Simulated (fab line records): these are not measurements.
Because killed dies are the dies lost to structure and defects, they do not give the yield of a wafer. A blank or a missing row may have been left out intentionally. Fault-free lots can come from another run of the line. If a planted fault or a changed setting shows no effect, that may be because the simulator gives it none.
Chamber matching | flow sfqLine | SFQ_TRILAYER_C5_ETCH_VIA_ETCH_154 on rieDiel-01 has 4 sister chambers
The step etches SiO2 in CHF3, stops on Nb, target depth 84 nm. 15 wafers are shown with their chamber, then 7 later ones without.

== WAFERS PAIRED WITH THEIR CHAMBERS ==
wafer  | chamber | drypumpMotorCurrentA (A) | oesProductAu (a.u.)
L926.1 | 1       | 6.0                      | 0.898
L926.2 | 0       | 4.9                      | 0.898
L926.6 | 2       | 6.3                      | 0.902
L933.3 | 3       | 6.0                      | 0.899
L933.5 | 0       | 4.9                      | 0.907
L933.6 | 1       | 6.0                      | 0.905
L934.3 | 0       | 4.9                      | 0.881
L934.4 | 3       | 5.9                      | 0.902
L939.4 | 0       | 4.9                      | 0.902
L939.6 | 0       | 4.9                      | 0.896
L944.1 | 3       | 6.0                      | 0.888
L944.2 | 1       | 6.0                      | 0.886
L944.4 | 2       | 6.3                      | 0.894
L947.1 | 2       | 6.3                      | 0.866
L947.4 | 3       | 5.9                      | 0.881

SIGNATURES (means of the wafers above)
reading              | chamber 0 | chamber 1 | chamber 2 | chamber 3 | scatter within a chamber
drypumpMotorCurrentA | 4.900     | 6.000     | 6.300     | 5.950     | 0.0302
oesProductAu         | 0.89680   | 0.89633   | 0.88733   | 0.89250   | 0.0119
Rule: a wafer lies at a distance from a chamber equal to the root of the sum of squares, over the readings, of (its reading less the chamber's mean, divided by the reading's scatter). If the next closest chamber is less than 2 further off than the closest, the wafer can't be placed; otherwise it belongs to the closest. The scatter is the square root of a quotient: the sum, over the shown wafers, of each reading's squared deviation from its chamber's mean, divided by wafers minus chambers.

== WAFERS WHOSE CHAMBER IS MISSING ==
wafer  | drypumpMotorCurrentA (A) | oesProductAu (a.u.)
L947.5 | 6.0                      | 0.901
L948.3 | 4.9                      | 0.885
L948.4 | 6.0                      | 0.896
L948.6 | 4.9                      | 0.914
L949.3 | 4.9                      | 0.901
L949.4 | 5.9                      | 0.893
L949.6 | 6.3                      | 0.894

== THE CHAMBER EACH PASSED THROUGH ==
wafer  | from the rows above     | in truth
L947.5 | can't be placed: 1 or 3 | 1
L948.3 | 0                       | 0
L948.4 | can't be placed: 1 or 3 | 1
L948.6 | 0                       | 0
L949.3 | 0                       | 0
L949.4 | can't be placed: 3 or 1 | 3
L949.6 | 2                       | 2
4 of 7 placed correctly. Not placeable from these rows: 3 (in 3, the candidates include the true chamber). Wrongly placed: 0.
